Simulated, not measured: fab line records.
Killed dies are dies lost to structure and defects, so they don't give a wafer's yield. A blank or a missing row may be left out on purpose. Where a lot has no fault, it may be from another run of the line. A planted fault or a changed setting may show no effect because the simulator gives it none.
fab line records    flow sky130
record: lots: 9  wafers: 27  lastDay: 50
route steps=708 shown METAL2@499 VIA2@521 METAL3@535 CAPM@539 PAD_OPEN@708
lots that met no fault: from a run of the same line without faults
startH: hours from the record's opening day to when the first of the lot's shown wafers began    waitH: hours from the lot's prior step to this one    " identical to the entry in the row above    L1.1+2: several wafers, shown together as one row    - no value present, or no start provided    * or withheld: withheld    < > ~ a bound
route shown NAME@n: names a module that has steps shown in the file, with the first one's number in the route    usual: mean and standard deviation over wafers with no fault    same: alike in all rows    chamber/n: place in a boat    sites: the reading at each site    _std_site: the standard deviation of these    _edge_site: the outer-site mean with the inner-site mean subtracted    radiusMm: how far each site lies from the wafer's centre    mask NAME#n: copy n    behind: the most recent tool/chamber to have shaped the wafer    hold: why the lot went on hold/how many hours it stayed there/how the hold came to an end    device: the transistor (n, p or np) that didn't switch    end of line: the tests these same wafers got at the end of their route    where a step has no rows: the recipe by itself    killed: at the first sort, the dies lost to defects and structure; wafer yield is something else    map: a wafer's dies, marking killed ones x, the rest . and places with no die _
set.NAME: setting as actually run; set.NAME@STEP: the setting as run at that earlier step    model.NAME: the simulator's own value behind a step, which no gauge read
a sample of lots followed through the steps of the route, with each step as a table and each wafer as a row
services: the hour from which a tool's chamber was out of use, counted from the record's first day as startH (under 0 if before that day), plus the number of hours and why
== steps ==
step: SKY_METAL2_OVL_MEAS_16
usual: METAL2_OVL: -1/5.4
lot.wafer  tool        chamber  startH  waitH  METAL2_OVL[nm]
L407.2     overlay-02  -        829.21  0.1    -2
L407.3     "           -        "       "      1
L407.6     "           -        "       "      4
L406.1     overlay-01  -        830.54  0.1    7
L406.2     "           -        "       "      0
L406.5     "           -        "       "      1
L409.1     overlay-02  -        843.26  0.1    2
L409.2     "           -        "       "      4
L409.3     "           -        "       "      6
L410.2     overlay-01  -        850.79  0.1    -4
L410.4     "           -        "       "      -6
L410.5     "           -        "       "      -4
L412.3     overlay-02  -        876.25  0.1    5
L412.4     "           -        "       "      -3
L412.5     "           -        "       "      1
L419.1     overlay-02  -        919.96  0.1    -1
L419.2     "           -        "       "      -9
L419.4     "           -        "       "      -4
L425.1     overlay-02  -        955.89  0.1    4
L425.4     "           -        "       "      6
L425.5     "           -        "       "      5
L428.1     overlay-01  -        968.94  0.1    6
L428.3     "           -        "       "      3
L428.4     "           -        "       "      5
L429.1     overlay-01  -        979.86  0.1    4
L429.2     "           -        "       "      2
L429.3     "           -        "       "      4
step: SKY_VIA2_ETCH_14
recipe: chemistry: N2/H2  target: BARC  ionEnergyEv: 200  sourceW: 500  biasW: 100  pressureMtorr: 30  n2FlowSccm: 100  h2FlowSccm: 200  stopOn: SiO2  timeS: 45.9  targetDepthA: 600
usual: drypumpMotorCurrentA: 5.6/0.48  n2FlowSccm: 100.0/0.32  oesProductAu: 0.854/0.0042  throttleValvePct: 13.225/0.0083
lot.wafer  tool        chamber  startH   waitH  drypumpMotorCurrentA  n2FlowSccm  oesProductAu  rfHoursCounterH  throttleValvePct
L407.2     rieDiel-04  0        856.22   0.0    5.5                   99.8        0.854         11               13.209
L407.3     "           3        "        "      5.8                   100.0       0.853         25               13.226
L407.6     "           0        "        "      5.6                   99.5        0.847         -                13.232
L406.1     rieDiel-02  3        857.34   0.0    5.5                   99.6        0.858         2                13.240
L406.2     "           0        "        "      6.1                   100.1       0.851         7                13.211
L406.5     "           2        "        "      5.8                   100.0       0.852         -                13.221
L409.1     rieDiel-04  1        870.32   0.0    4.9                   100.2       0.844         18               13.222
L409.2     "           2        "        "      4.7                   100.1       0.858         12               13.220
L409.3     "           0        "        "      5.6                   100.1       0.858         12               13.218
L410.2     rieDiel-02  2        878.32   0.0    5.8                   100.3       0.859         21               13.220
L410.4     "           0        "        "      6.1                   100.1       0.855         8                13.225
L410.5     "           1        "        "      6.2                   100.2       0.863         -                13.217
L412.3     rieDiel-02  1        902.92   0.0    6.2                   100.7       0.856         12               13.224
L412.4     "           3        "        "      5.4                   100.1       0.852         3                13.220
L412.5     "           0        "        "      6.0                   100.1       0.853         -                13.224
L419.1     rieDiel-02  3        946.59   0.0    5.4                   99.9        0.850         5                13.226
L419.2     "           2        "        "      5.8                   100.3       0.849         23               13.218
L419.4     "           3        "        "      5.5                   100.2       0.848         -                13.234
L425.1     rieDiel-04  2        981.55   0.0    4.7                   99.9        0.857         16               13.224
L425.4     "           3        "        "      5.8                   100.3       0.855         0                13.219
L425.5     "           2        "        "      4.8                   100.3       0.852         -                13.225
L428.1     rieDiel-04  2        994.17   0.0    4.8                   99.9        0.848         16               13.235
L428.3     "           1        "        "      4.9                   100.1       0.858         22               13.227
L428.4     "           3        "        "      5.8                   99.8        0.856         0                13.219
L429.1     rieDiel-02  0        1005.25  0.0    6.0                   100.0       0.855         10               13.219
L429.2     "           1        "        "      6.2                   100.2       0.847         15               13.225
L429.3     "           3        "        "      5.4                   100.1       0.853         7                13.233
step: SKY_METAL3_SPUTTER_03
recipe: material: Ti  targetThkNm: 5  powerW: 3000  timeS: 3.3  chamberPressurePa: 0.4
usual: cathodeDcPowerW: 3000.0/0.57  throttleValvePct: 30.3/1.2
lot.wafer  tool           chamber  startH   waitH  cathodeDcPowerW  throttleValvePct
L407.2     pvdSputter-04  -        857.67   0.0    3000.3           30.5
L407.3     "              -        "        "      3000.5           31.6
L407.6     "              -        "        "      2998.6           31.4
L406.1     pvdSputter-01  -        858.93   0.0    2999.9           28.9
L406.2     "              -        "        "      2999.9           30.3
L406.5     "              -        "        "      2999.8           29.0
L409.1     pvdSputter-01  -        872.20   0.0    2999.9           30.4
L409.2     "              -        "        "      2999.5           29.2
L409.3     "              -        "        "      2999.7           29.8
L410.2     pvdSputter-01  -        879.99   0.0    3000.5           30.1
L410.4     "              -        "        "      3000.2           29.1
L410.5     "              -        "        "      3000.0           29.8
L412.3     pvdSputter-02  -        904.38   0.0    3000.6           32.3
L412.4     "              -        "        "      3001.4           29.8
L412.5     "              -        "        "      2999.6           31.9
L419.1     pvdSputter-01  -        948.15   0.0    2999.8           30.0
L419.2     "              -        "        "      2999.5           29.8
L419.4     "              -        "        "      3001.3           28.7
L425.1     pvdSputter-02  -        983.03   0.0    2999.5           32.0
L425.4     "              -        "        "      2999.8           29.3
L425.5     "              -        "        "      3000.2           29.7
L428.1     pvdSputter-02  -        995.65   0.0    3000.8           29.6
L428.3     "              -        "        "      2999.9           29.2
L428.4     "              -        "        "      2999.7           32.3
L429.1     pvdSputter-04  -        1006.71  0.0    3000.6           30.3
L429.2     "              -        "        "      3000.3           31.1
L429.3     "              -        "        "      2999.3           32.1
step: SKY_CAPM_SPUTTER_02
recipe: material: TiN  targetThkNm: 200  tempC: 300  powerW: 6500  timeS: 169.3  chamberPressurePa: 0.4
usual: cathodeDcPowerW: 6500.0/1.1  throttleValvePct: 29.9/1.1
lot.wafer  tool           chamber  startH   waitH  cathodeDcPowerW  throttleValvePct
L407.2     pvdSputter-02  -        857.82   0.0    6499.7           29.3
L407.3     "              -        "        "      6501.0           29.8
L407.6     "              -        "        "      6499.6           29.4
L406.1     pvdSputter-02  -        859.08   0.1    6499.6           29.2
L406.2     "              -        "        "      6499.3           29.4
L406.5     "              -        "        "      6500.3           32.2
L409.1     pvdSputter-03  -        872.35   0.1    6499.2           30.0
L409.2     "              -        "        "      6500.5           28.4
L409.3     "              -        "        "      6500.5           31.1
L410.2     pvdSputter-03  -        880.14   0.0    6499.2           30.1
L410.4     "              -        "        "      6499.4           31.2
L410.5     "              -        "        "      6499.9           28.4
L412.3     pvdSputter-01  -        904.53   0.0    6500.3           29.0
L412.4     "              -        "        "      6500.2           30.4
L412.5     "              -        "        "      6499.0           29.7
L419.1     pvdSputter-03  -        948.30   0.1    6500.8           31.2
L419.2     "              -        "        "      5505.7           28.8
L419.4     "              -        "        "      6499.8           30.8
L425.1     pvdSputter-01  -        983.18   0.1    6500.7           29.0
L425.4     "              -        "        "      6501.5           30.1
L425.5     "              -        "        "      6499.0           29.8
L428.1     pvdSputter-01  -        995.80   0.1    6501.0           29.0
L428.3     "              -        "        "      6499.1           30.1
L428.4     "              -        "        "      6498.8           29.7
L429.1     pvdSputter-01  -        1006.86  0.1    6500.2           29.8
L429.2     "              -        "        "      6498.7           30.2
L429.3     "              -        "        "      6499.8           29.1
step: SKY_CAPM_RS_MEAS_03
recipe: thkMeasGauge: four-point-probe  reads: TiN_of_CAPM_SPUTTER_02
usual: CAPM_TIN_RS: 6.79/0.08
lot.wafer  tool          chamber  startH   waitH  hold                     CAPM_TIN_RS[ohm/sq]
L407.2     filmMetro-02  -        857.95   0.1    -                        6.92
L407.3     "             -        "        "      -                        6.81
L407.6     "             -        "        "      -                        6.91
L406.1     filmMetro-03  -        859.18   0.1    -                        6.97
L406.2     "             -        "        "      -                        6.91
L406.5     "             -        "        "      -                        6.82
L409.1     filmMetro-02  -        872.46   0.1    -                        6.74
L409.2     "             -        "        "      -                        6.76
L409.3     "             -        "        "      -                        6.72
L410.2     filmMetro-02  -        880.27   0.1    -                        6.85
L410.4     "             -        "        "      -                        6.82
L410.5     "             -        "        "      -                        6.87
L412.3     filmMetro-03  -        904.68   0.1    -                        6.78
L412.4     "             -        "        "      -                        6.92
L412.5     "             -        "        "      -                        6.87
L419.1     filmMetro-02  -        948.41   0.1    awaitDispo/0.2h/release  6.71
L419.2     "             -        "        "      awaitDispo/0.2h/release  8.08
L419.4     "             -        "        "      awaitDispo/0.2h/release  6.67
L419.1     filmMetro-02  -        948.69   0.3    -                        6.70
L419.2     "             -        "        "      -                        8.05
L419.4     "             -        "        "      -                        6.68
L425.1     filmMetro-03  -        983.29   0.1    -                        6.74
L425.4     "             -        "        "      -                        6.85
L425.5     "             -        "        "      -                        6.76
L428.1     filmMetro-02  -        995.91   0.1    -                        6.76
L428.3     "             -        "        "      -                        6.92
L428.4     "             -        "        "      -                        6.78
L429.1     filmMetro-03  -        1006.96  0.1    -                        6.78
L429.2     "             -        "        "      -                        6.78
L429.3     "             -        "        "      -                        6.72
step: SKY_CAPM_THK_MEAS_04
recipe: thkMeasGauge: xrf  reads: TiN_of_CAPM_SPUTTER_02
usual: CAPM_TIN_THK: 203.6/3
lot.wafer  tool          chamber  startH   waitH  hold                     CAPM_TIN_THK[nm]
L407.2     filmMetro-02  -        858.06   0.1    -                        198.2
L407.3     "             -        "        "      -                        200.7
L407.6     "             -        "        "      -                        198.5
L406.1     filmMetro-03  -        859.30   0.1    -                        199.2
L406.2     "             -        "        "      -                        202.7
L406.5     "             -        "        "      -                        204.4
L409.1     filmMetro-02  -        872.58   0.1    -                        205.5
L409.2     "             -        "        "      -                        204.7
L409.3     "             -        "        "      -                        206.0
L410.2     filmMetro-02  -        880.38   0.1    -                        203.4
L410.4     "             -        "        "      -                        204.0
L410.5     "             -        "        "      -                        202.1
L412.3     filmMetro-03  -        904.78   0.1    -                        206.2
L412.4     "             -        "        "      -                        202.1
L412.5     "             -        "        "      -                        202.7
L419.1     filmMetro-02  -        951.41   2.7    awaitDispo/0.2h/release  205.1
L419.2     "             -        "        "      awaitDispo/0.2h/release  171.4
L419.4     "             -        "        "      awaitDispo/0.2h/release  206.5
L419.1     filmMetro-02  -        951.64   0.2    -                        205.1
L419.2     "             -        "        "      -                        171.3
L419.4     "             -        "        "      -                        206.1
L425.1     filmMetro-03  -        983.41   0.1    -                        205.5
L425.4     "             -        "        "      -                        202.1
L425.5     "             -        "        "      -                        205.2
L428.1     filmMetro-02  -        996.03   0.1    -                        202.3
L428.3     "             -        "        "      -                        198.0
L428.4     "             -        "        "      -                        201.7
L429.1     filmMetro-03  -        1007.08  0.1    -                        205.3
L429.2     "             -        "        "      -                        205.3
L429.3     "             -        "        "      -                        207.2
step: SKY_CAPM_METAL_ETCH_13
recipe: targetDepthNm: 220  stopOn: SiO2  chemistry: Cl2/BCl3  target: TiN  pressureMtorr: 10  icpW: 900  biasW: 48.5  Cl2_flow_sccm: 60  bcl3FlowSccm: 30  timeS: 62.9
usual: drypumpMotorCurrentA: 5.6/0.67  oesProductAu: 0.951/0.0079  throttleValvePct: 21.895/0.011
lot.wafer  tool         chamber  startH   waitH  drypumpMotorCurrentA  oesProductAu  rfHoursCounterH  throttleValvePct
L407.2     rieMetal-04  0        883.55   0.0    4.7                   0.944         1                21.924
L407.3     "            0        "        "      4.8                   0.952         -                21.904
L407.6     "            0        "        "      4.8                   0.941         -                21.887
L406.1     rieMetal-03  0        884.65   0.0    5.6                   0.933         8                21.910
L406.2     "            0        "        "      5.6                   0.942         -                21.905
L406.5     "            0        "        "      5.6                   0.945         -                21.878
L409.1     rieMetal-04  0        897.25   0.0    4.8                   0.949         2                21.897
L409.2     "            1        "        "      6.5                   0.955         4                21.888
L409.3     "            0        "        "      4.8                   0.959         -                21.890
L410.2     rieMetal-03  1        905.88   0.0    5.1                   0.951         -                21.897
L410.4     "            1        "        "      5.1                   0.959         -                21.891
L410.5     "            1        "        "      5.1                   0.940         -                21.905
L412.3     rieMetal-02  1        929.22   0.0    5.7                   0.949         -                21.895
L412.4     "            0        "        "      6.6                   0.949         -                21.899
L412.5     "            1        "        "      5.7                   0.945         -                21.906
L419.1     rieMetal-03  0        972.75   0.0    5.6                   0.964         13               21.897
L419.2     "            1        "        "      5.1                   0.860         5                21.940
L419.4     "            0        "        "      5.6                   0.965         -                21.876
L425.1     rieMetal-02  1        1006.55  0.0    5.7                   0.949         13               21.895
L425.4     "            1        "        "      5.7                   0.945         -                21.911
L425.5     "            0        "        "      6.7                   0.957         -                21.903
L428.1     rieMetal-02  0        1018.95  0.0    6.7                   0.950         20               21.911
L428.3     "            1        "        "      5.7                   0.940         -                21.908
L428.4     "            0        "        "      6.6                   0.960         -                21.885
L429.1     rieMetal-04  0        1029.66  0.0    4.8                   0.944         8                21.891
L429.2     "            1        "        "      6.5                   0.960         11               21.888
L429.3     "            0        "        "      4.8                   0.956         -                21.898
step: SKY_PAD_OPEN_PROBE_99
usual: defectLimitedYield: 82.5/2  killed_at_M0_to_M3: 43/7.6  killed_at_M4_up: 2.8/1.9  killedAtContacts: 24/4.7  killedAtFrontEnd: 16/4.4  killedAtOther: 0.2/0.4  killedDies: 86/9.9  killedOpen: 47/8.2  killedShort: 39/6.3  sort_bin_3_pad_short: 0.8/0.42  sort_bin_5_function: 10.4/1.5  sort_bin_6_memory: 6.2/1.2  sortNPass: 406/9.9  sortYieldPct: 82.5/2
same: grossDies: 492  killedAtBackSide: 0  sort_bin_4_leakage[%]: 0  sort_bin_8_speed[%]: 0
lot.wafer  tool       chamber  startH   waitH  defectLimitedYield[%]  killed_at_M0_to_M3  killed_at_M4_up  killedAtContacts  killedAtFrontEnd  killedAtOther  killedDies  killedOpen  killedShort  sort_bin_3_pad_short[%]  sort_bin_5_function[%]  sort_bin_6_memory[%]  sortNPass  sortYieldPct[%]
L407.2     prober-01  -        1083.83  0.1    86.0                   35                  1                24                9                 0              69          44          25           0.4                      8.5                     5.1                   423        86.0
L407.3     prober-01  -        1083.88  0.2    82.1                   49                  1                26                12                0              88          56          32           0.4                      10.4                    7.1                   404        82.1
L407.6     prober-01  -        1084.03  0.2    84.8                   39                  1                21                14                0              75          43          32           0.8                      9.6                     4.9                   417        84.8
L406.1     prober-02  -        1084.48  0.1    83.1                   43                  0                28                12                0              83          41          42           1.2                      12.8                    2.8                   409        83.1
L406.2     prober-02  -        1084.53  0.1    82.1                   41                  3                26                17                1              88          44          44           1.4                      10.6                    5.9                   404        82.1
L406.5     prober-02  -        1084.68  0.2    84.1                   30                  3                28                17                0              78          38          40           0.6                      9.3                     5.9                   414        84.1
L409.1     prober-01  -        1095.13  0.1    82.3                   34                  3                33                17                0              87          48          39           0.8                      10.2                    6.7                   405        82.3
L409.2     prober-01  -        1095.18  0.1    79.9                   49                  4                34                11                1              99          64          35           0.8                      12.0                    7.3                   393        79.9
L409.3     prober-01  -        1095.23  0.2    83.3                   37                  4                27                14                0              82          52          30           0.4                      9.3                     6.9                   410        83.3
L410.2     prober-01  -        1100.00  0.1    83.1                   45                  3                24                11                0              83          44          39           1.8                      11.2                    3.9                   409        83.1
L410.4     prober-01  -        1100.10  0.2    82.1                   37                  4                30                17                0              88          42          46           1.8                      9.8                     6.3                   404        82.1
L410.5     prober-01  -        1100.15  0.2    85.0                   34                  1                27                12                0              74          36          38           0.8                      10.0                    4.3                   418        85.0
L412.3     prober-02  -        1121.25  0.2    85.2                   37                  6                17                13                0              73          36          37           0.4                      7.9                     6.5                   419        85.2
L412.4     prober-02  -        1121.30  0.2    84.6                   35                  6                22                13                0              76          46          30           0.4                      10.6                    4.5                   416        84.6
L412.5     prober-02  -        1121.35  0.2    83.7                   44                  3                19                13                1              80          39          41           0.6                      9.3                     6.3                   412        83.7
L419.1     prober-02  -        1156.59  0.1    80.7                   49                  4                27                15                0              95          57          38           0.6                      11.2                    7.5                   397        80.7
L419.2     prober-02  -        1156.64  0.1    83.1                   35                  1                28                18                1              83          47          36           0.4                      11.2                    5.3                   409        83.1
L419.4     prober-02  -        1156.74  0.2    82.3                   33                  5                31                18                0              87          50          37           0.8                      9.3                     7.5                   405        82.3
L425.1     prober-02  -        1179.30  0.1    82.1                   47                  0                19                22                0              88          55          33           0.4                      10.8                    6.7                   404        82.1
L425.4     prober-02  -        1179.45  0.2    81.1                   49                  0                29                15                0              93          55          38           0.4                      10.6                    7.9                   399        81.1
L425.5     prober-02  -        1179.50  0.2    84.6                   29                  3                26                18                0              76          40          36           1.0                      8.1                     6.3                   416        84.6
L428.1     prober-01  -        1189.34  0.1    84.6                   40                  2                23                11                0              76          41          35           0.4                      9.1                     5.9                   416        84.6
L428.3     prober-01  -        1189.44  0.2    84.1                   35                  1                28                14                0              78          51          27           0.4                      10.8                    4.7                   414        84.1
L428.4     prober-01  -        1189.49  0.2    84.8                   34                  3                26                11                1              75          34          41           0.8                      10.0                    4.5                   417        84.8
L429.1     prober-02  -        1197.03  0.1    83.5                   37                  1                24                19                0              81          43          38           0.4                      10.4                    5.7                   411        83.5
L429.2     prober-02  -        1197.08  0.1    81.9                   46                  1                28                14                0              89          47          42           0.6                      12.0                    5.5                   403        81.9
L429.3     prober-02  -        1197.13  0.2    84.1                   38                  0                25                15                0              78          41          37           0.6                      9.1                     6.1                   414        84.1
killed by level:class
L407.2 CONTACT:geometricParticle:open=12 VIA1:geometricParticle:open=10 VIA2:geometricParticle:open=6 POLY_GATE:geometricParticle:open=5 METAL1:geometricParticle:short=5 CONTACT:geometricParticle:short=5 METAL3:geometricParticle:short=3 LI_CONTACT:geometricParticle:short=3
L407.3 LI_CONTACT:geometricParticle:open=12 VIA1:geometricParticle:open=12 VIA3:geometricParticle:open=12 VIA1:geometricParticle:short=6 VIA2:geometricParticle:open=6 CONTACT:geometricParticle:short=5 FIELD_ISO:geometricParticle:open=3 FIELD_ISO:geometricParticle:short=3
L407.6 CONTACT:geometricParticle:open=10 VIA1:geometricParticle:open=9 LI_CONTACT:geometricParticle:open=6 VIA2:geometricParticle:open=6 METAL2:geometricParticle:short=5 FIELD_ISO:geometricParticle:open=4 VIA3:geometricParticle:open=4 METAL1:geometricParticle:short=4
L406.1 VIA1:geometricParticle:open=10 METAL1:geometricParticle:short=9 CONTACT:geometricParticle:open=7 LOCAL_INTERCONNECT:geometricParticle:short=6 VIA2:geometricParticle:open=6 FIELD_ISO:geometricParticle:short=5 CONTACT:geometricParticle:short=5 VIA1:geometricParticle:short=5
L406.2 VIA1:geometricParticle:open=12 CONTACT:geometricParticle:open=10 VIA1:geometricParticle:short=9 LI_CONTACT:geometricParticle:open=6 FIELD_ISO:geometricParticle:open=5 CONTACT:geometricParticle:short=4 METAL1:geometricParticle:short=4 METAL2:geometricParticle:short=4
L406.5 LI_CONTACT:geometricParticle:open=9 LOCAL_INTERCONNECT:geometricParticle:short=7 FIELD_ISO:geometricParticle:short=6 LI_CONTACT:geometricParticle:short=6 VIA2:geometricParticle:open=6 CONTACT:geometricParticle:open=5 VIA3:geometricParticle:short=5 POLY_GATE:geometricParticle:open=4
L409.1 CONTACT:geometricParticle:open=14 VIA1:geometricParticle:open=9 LI_CONTACT:geometricParticle:open=8 FIELD_ISO:geometricParticle:open=6 METAL2:geometricParticle:short=6 POLY_GATE:geometricParticle:short=5 LOCAL_INTERCONNECT:geometricParticle:short=5 METAL1:geometricParticle:short=5
L409.2 VIA1:geometricParticle:open=18 LI_CONTACT:geometricParticle:open=12 VIA2:geometricParticle:open=9 CONTACT:geometricParticle:open=8 CONTACT:geometricParticle:short=7 VIA1:geometricParticle:short=7 LOCAL_INTERCONNECT:geometricParticle:short=6 VIA3:geometricParticle:open=6
L409.3 VIA1:geometricParticle:open=13 LI_CONTACT:geometricParticle:open=11 CONTACT:geometricParticle:open=8 VIA3:geometricParticle:open=6 CONTACT:geometricParticle:short=5 FIELD_ISO:geometricParticle:open=4 VIA1:geometricParticle:short=4 METAL1:geometricParticle:short=4
L410.2 METAL2:geometricParticle:short=10 LI_CONTACT:geometricParticle:open=9 CONTACT:geometricParticle:open=8 VIA1:geometricParticle:open=8 METAL1:geometricParticle:short=7 VIA2:geometricParticle:short=6 POLY_GATE:geometricParticle:open=5 METAL1:geometricParticle:open=4
L410.4 CONTACT:geometricParticle:open=9 LI_CONTACT:geometricParticle:open=8 LOCAL_INTERCONNECT:geometricParticle:short=7 CONTACT:geometricParticle:short=6 VIA1:geometricParticle:open=6 METAL2:geometricParticle:short=6 FIELD_ISO:geometricParticle:short=5 METAL1:geometricParticle:short=5
L410.5 CONTACT:geometricParticle:open=7 LOCAL_INTERCONNECT:geometricParticle:short=6 LI_CONTACT:geometricParticle:open=6 VIA2:geometricParticle:open=5 POLY_GATE:geometricParticle:open=4 CONTACT:geometricParticle:short=4 METAL1:geometricParticle:short=4 VIA1:geometricParticle:short=4
L412.3 LI_CONTACT:geometricParticle:open=7 CONTACT:geometricParticle:open=7 VIA1:geometricParticle:open=6 METAL4:geometricParticle:short=6 METAL2:geometricParticle:short=5 VIA3:geometricParticle:open=5 FIELD_ISO:geometricParticle:short=4 METAL1:geometricParticle:short=4
L412.4 CONTACT:geometricParticle:open=7 VIA1:geometricParticle:open=7 LI_CONTACT:geometricParticle:open=6 FIELD_ISO:geometricParticle:open=5 VIA2:geometricParticle:open=5 POLY_GATE:geometricParticle:open=4 VIA3:geometricParticle:open=4 CONTACT:geometricParticle:short=4
L412.5 METAL2:geometricParticle:short=9 VIA1:geometricParticle:open=8 LI_CONTACT:geometricParticle:open=6 VIA3:geometricParticle:open=6 METAL1:geometricParticle:short=6 CONTACT:geometricParticle:open=5 VIA1:geometricParticle:short=5 FIELD_ISO:geometricParticle:short=4
L419.1 VIA1:geometricParticle:open=15 CONTACT:geometricParticle:open=11 LI_CONTACT:geometricParticle:open=8 METAL1:geometricParticle:short=6 VIA1:geometricParticle:short=6 METAL3:geometricParticle:short=5 VIA3:geometricParticle:open=5 METAL2:geometricParticle:short=4
L419.2 CONTACT:geometricParticle:open=12 LI_CONTACT:geometricParticle:open=7 POLY_GATE:geometricParticle:short=5 VIA2:geometricParticle:open=5 VIA1:geometricParticle:open=5 METAL2:geometricParticle:open=5 METAL1:geometricParticle:short=4 VIA1:geometricParticle:short=4
L419.4 CONTACT:geometricParticle:open=15 VIA1:geometricParticle:open=9 LI_CONTACT:geometricParticle:open=7 METAL1:geometricParticle:short=7 FIELD_ISO:geometricParticle:short=6 FIELD_ISO:geometricParticle:open=6 LI_CONTACT:geometricParticle:short=5 POLY_GATE:geometricParticle:short=3
L425.1 VIA1:geometricParticle:open=15 CONTACT:geometricParticle:open=8 FIELD_ISO:geometricParticle:short=6 POLY_GATE:geometricParticle:open=6 VIA2:geometricParticle:open=6 VIA3:geometricParticle:open=6 LI_CONTACT:geometricParticle:open=5 FIELD_ISO:geometricParticle:open=4
L425.4 CONTACT:geometricParticle:open=16 VIA2:geometricParticle:open=13 VIA1:geometricParticle:open=11 POLY_GATE:geometricParticle:short=7 METAL2:geometricParticle:short=6 CONTACT:geometricParticle:short=5 METAL1:geometricParticle:short=5 VIA3:geometricParticle:open=5
L425.5 CONTACT:geometricParticle:open=8 LI_CONTACT:geometricParticle:open=7 CONTACT:geometricParticle:short=7 METAL2:geometricParticle:short=6 FIELD_ISO:geometricParticle:open=5 VIA1:geometricParticle:open=5 VIA2:geometricParticle:open=5 POLY_GATE:geometricParticle:open=4
L428.1 METAL1:geometricParticle:short=8 CONTACT:geometricParticle:open=7 LI_CONTACT:geometricParticle:open=6 VIA1:geometricParticle:open=6 VIA2:geometricParticle:open=6 VIA3:geometricParticle:open=6 LOCAL_INTERCONNECT:geometricParticle:short=5 METAL3:geometricParticle:short=4
L428.3 LI_CONTACT:geometricParticle:open=10 CONTACT:geometricParticle:open=9 VIA3:geometricParticle:open=7 VIA1:geometricParticle:open=5 FIELD_ISO:geometricParticle:short=4 FIELD_ISO:geometricParticle:open=4 CONTACT:geometricParticle:short=4 METAL1:geometricParticle:short=4
L428.4 CONTACT:geometricParticle:open=10 VIA2:geometricParticle:open=7 METAL2:geometricParticle:short=7 FIELD_ISO:geometricParticle:short=6 METAL1:geometricParticle:short=6 LI_CONTACT:geometricParticle:open=5 CONTACT:geometricParticle:short=5 VIA1:geometricParticle:open=5
L429.1 CONTACT:geometricParticle:open=9 METAL1:geometricParticle:short=8 FIELD_ISO:geometricParticle:open=5 CONTACT:geometricParticle:short=5 LI_CONTACT:geometricParticle:open=5 VIA1:geometricParticle:open=5 METAL3:geometricParticle:short=5 FIELD_ISO:geometricParticle:short=4
L429.2 VIA1:geometricParticle:open=10 CONTACT:geometricParticle:open=9 VIA2:geometricParticle:open=8 VIA3:geometricParticle:open=7 METAL1:geometricParticle:short=6 CONTACT:geometricParticle:short=6 LI_CONTACT:geometricParticle:short=5 POLY_GATE:geometricParticle:short=4
L429.3 CONTACT:geometricParticle:open=10 METAL2:geometricParticle:short=7 VIA3:geometricParticle:open=7 LOCAL_INTERCONNECT:geometricParticle:short=6 VIA2:geometricParticle:open=6 VIA1:geometricParticle:open=5 FIELD_ISO:geometricParticle:open=4 CONTACT:geometricParticle:short=4
== services ==
tool           chamber  startH   hours  kind
pvdSputter-01  -        836.26   3.3    repair
pvdSputter-01  0        840.31   -      consumableReplace:kit
pvdSputter-01  0        840.31   18.0   scheduledDown
pvdSputter-01  0        840.31   18.0   ventCycle
pvdSputter-01  -        844.10   0.7    repair
rieDiel-02     -        853.64   2.8    pm
rieMetal-02    -        874.85   1.4    pm
rieMetal-03    1        876.53   11.0   repair
rieMetal-03    0        897.82   10.2   repair
rieDiel-02     -        903.82   2.1    repair
rieMetal-02    0        909.89   3.1    repair
rieDiel-04     -        919.24   2.1    repair
rieDiel-02     0        934.14   39.1   repair
rieDiel-04     -        945.37   2.0    repair
rieDiel-04     3        953.56   3.6    repair
rieDiel-04     3        957.19   -      clean
rieDiel-04     3        957.19   21.8   scheduledDown
rieDiel-04     1        965.21   6.9    repair
pvdSputter-01  -        988.23   4.8    repair
rieDiel-02     -        994.70   0.5    repair
pvdSputter-01  3        1010.25  -      consumableReplace:kit
pvdSputter-01  3        1010.25  18.0   scheduledDown
pvdSputter-01  3        1010.25  18.0   ventCycle
pvdSputter-01  -        1020.37  0.7    repair
== key ==
firstSign: step: SKY_CAPM_SPUTTER_02  reading: cathodeDcPowerW  direction: down  sigmas: 99+  usual: 6500.0  struck: 5505.7
effect: step: SKY_CAPM_RS_MEAS_03  reading: visit  direction: added
effect: step: SKY_CAPM_RS_MEAS_03  reading: CAPM_TIN_RS  direction: up  sigmas: 16  usual: 6.79  struck: 8.08
effect: step: SKY_CAPM_THK_MEAS_04  reading: visit  direction: added
effect: step: SKY_CAPM_THK_MEAS_04  reading: CAPM_TIN_THK  direction: down  sigmas: 11  usual: 203.6  struck: 171.4
effect: step: SKY_CAPM_METAL_ETCH_13  reading: oesProductAu  direction: down  sigmas: 11  usual: 0.951  struck: 0.860
metAt SKY_CAPM_SPUTTER_02
struckLots L419
struckWafers L419.2
notActingAt SKY_METAL2_OVL_MEAS_16,SKY_VIA2_ETCH_14,SKY_METAL3_SPUTTER_03
onsetBetween 880.14 948.30
fault: kind: processParameterDrift  tool: pvdSputter-03  chamber: -  onsetH: 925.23  steps: SKY_CAPM_SPUTTER_02  channel: powerW  offset: *  shape: step  endH: 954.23  actsIn: *  stated: *  scope: struckWafersOnly
